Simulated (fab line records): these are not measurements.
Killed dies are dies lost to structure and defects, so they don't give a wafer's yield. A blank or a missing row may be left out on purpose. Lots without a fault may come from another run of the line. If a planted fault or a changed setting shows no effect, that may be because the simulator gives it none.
Comparing a struck lot with a sound one :: flow sky130 :: 24 out of 708 route steps
Sound: the wafers L227.3, L227.5, L227.6. Wafers L232.1, L232.4, L232.5 were the ones struck. The cause is given at the end.
For every step that has rows: the tool of each side, followed by ch and its chambers, followed by its first start. Under that, the readings that differ: sound wafers :: struck wafers :: difference of the means :: sigmas: that difference in standard deviations of wafers without a fault.
alike: readings whose means differ by less than 2 such deviations, and words and numbers that are the same on both sides. not compared: withheld readings, readings that some wafer has no value for, bounds like >300 that may hide the same value, and numbers for which the record gives no deviation and whose values overlap.
Wherever a step has rows on one side only, a row that says differs or no value, or a row with sigmas, the two part there. Numbers that have no deviation but don't overlap get no sigmas and don't part them. A reading that every wafer of one side lacks parts them only if that side has two wafers or more.

first, 4 steps without rows for these wafers: SKY_LDD_HVP_SOFTBAKE_03 (time 60 s); SKY_LDD_HVP_EXPOSE_04 (exposes mask HVPTM, target cd 700 nm); SKY_LDD_HVP_PEB_05; SKY_LDD_HVP_DEVELOP_06 (develop time 60 s).
SKY_LDD_HVP_OVL_MEAS_07:
  struck on overlay-01, day 24 19:32; sound on overlay-02, day 22 17:59
  alike: LDD_HVP_OVL
following that, these wafers have no rows for 1 step: SKY_LDD_HVP_IMPLANT_08.
SKY_LDD_HVP_STRIP_09: strips in O2/N2.
  sound on plasma-asher-02 ch 0,1, day 22 18:11; struck on plasma-asher-04 ch 1, day 24 19:43
  alike: drypump-motor-current-A, oes-product-au, strip-time-to-endpoint-s
  not compared: rf-hours-counter-h
SKY_LDD_HVP_TW_MEAS_10:
  struck on film-metro-03, day 24 19:49; sound on film-metro-02, day 22 18:16
  alike: LDD_HVP_TW
then, 4 steps without rows for these wafers: SKY_LDD_LDN_DEHYDRATE_00 (time 60 s); SKY_LDD_LDN_HMDS_01 (prime time 60 s); SKY_LDD_LDN_COAT_02 (resist thk 1140 nm); SKY_LDD_LDN_SOFTBAKE_03 (time 60 s).
SKY_LDD_LDN_EXPOSE_04: exposes mask LDNTM, target cd 700 nm.
  sound on iline-stepper-02 ch 0, day 23 09:47; struck on iline-stepper-02 ch 0, day 25 10:34
reading: mask
sound: LDNTM#0 LDNTM#0 LDNTM#0
struck: PSDM#0 PSDM#0 PSDM#0
difference: differs
sigmas: 
then, 2 steps without rows for these wafers: SKY_LDD_LDN_PEB_05; SKY_LDD_LDN_DEVELOP_06 (develop time 60 s).
SKY_LDD_LDN_OVL_MEAS_07:
  struck on overlay-01, day 26 01:09; sound on overlay-02, day 23 23:35
reading: LDD_LDN_OVL (nm)
sound: 0.4 0.3 0.0
struck: - - -
difference: no value on the struck wafers
sigmas: 
then, 4 steps without rows for these wafers: SKY_LDD_LDN_IMPLANT_08; SKY_LDD_LDN_IMPLANT_09; SKY_LDD_LDN_IMPLANT_10; SKY_LDD_LDN_IMPLANT_11.
SKY_LDD_LDN_STRIP_12: strips in O2/N2.
  sound on plasma-asher-03 ch 0,1, day 24 00:14; struck on plasma-asher-04 ch 0,1, day 26 01:47
  alike: drypump-motor-current-A, oes-product-au, strip-time-to-endpoint-s
  not compared: rf-hours-counter-h
SKY_LDD_LDN_TW_MEAS_13:
  struck on film-metro-01, day 26 01:53; sound on film-metro-03, day 24 00:19
reading: LDD_LDN_TW
sound: 1491 1493 1482
struck: 30 30 30
difference: -1459
sigmas: -99 or more
then, 1 step without rows for these wafers: SKY_LDD_LDN_CLEAN_14 (cleans in SC1/SC2, time 150 s).
-- record jumps: 22 days separate the struck wafers' starts on either side; left off in module LDD_LDN, taken up again in module PAD_OPEN, whose first shown step is the route's number 708 --
SKY_PAD_OPEN_PROBE_99:
  struck on prober-02, day 47 19:19; sound on prober-01, day 46 16:38
reading: model.etest.pfet_01v8.r-on-ohm-um
sound: 2917 2879 2901
struck: 7726 6494 6685
difference: +4069
sigmas: 

reading: model.etest.pfet-g5v0d10v5.r-on-ohm-um
sound: 4866 4804 4903
struck: 4922 4921 4916
difference: +62
sigmas: 

reading: model.etest.pfet_01v8.drive-ua-um
sound: 189.7 192.5 192.5
struck: 70.25 84.31 81.31
difference: -112.94
sigmas: 

reading: model.etest.pfet_01v8_hvt.drive-ua-um
sound: 142.1 145.6 143.6
struck: 47.53 59.79 57.28
difference: -88.90
sigmas: 

reading: model.etest.sram-pfet-latch.drive-ua-um
sound: 138.9 144.5 143
struck: 45.46 59.37 54.85
difference: -88.91
sigmas: 

reading: model.etest.pfet_01v8_mvt.drive-ua-um
sound: 150.4 150.9 152.7
struck: 79.07 91.7 87.83
difference: -65.13
sigmas: 

reading: model.etest.pfet_01v8_lvt.drive-ua-um
sound: 174.6 178.8 175.8
struck: 112.2 124.3 120.2
difference: -57.5
sigmas: 

reading: model.etest.res-pdiff.line-ohm-um
sound: 1370 1352 1371
struck: 1451 1464 1459
difference: +94
sigmas: 

== WHERE THEY PART ==
Earliest at SKY_LDD_LDN_EXPOSE_04; latest, in this record, at SKY_LDD_LDN_TW_MEAS_13.

WHY: what had been put in by the simulator
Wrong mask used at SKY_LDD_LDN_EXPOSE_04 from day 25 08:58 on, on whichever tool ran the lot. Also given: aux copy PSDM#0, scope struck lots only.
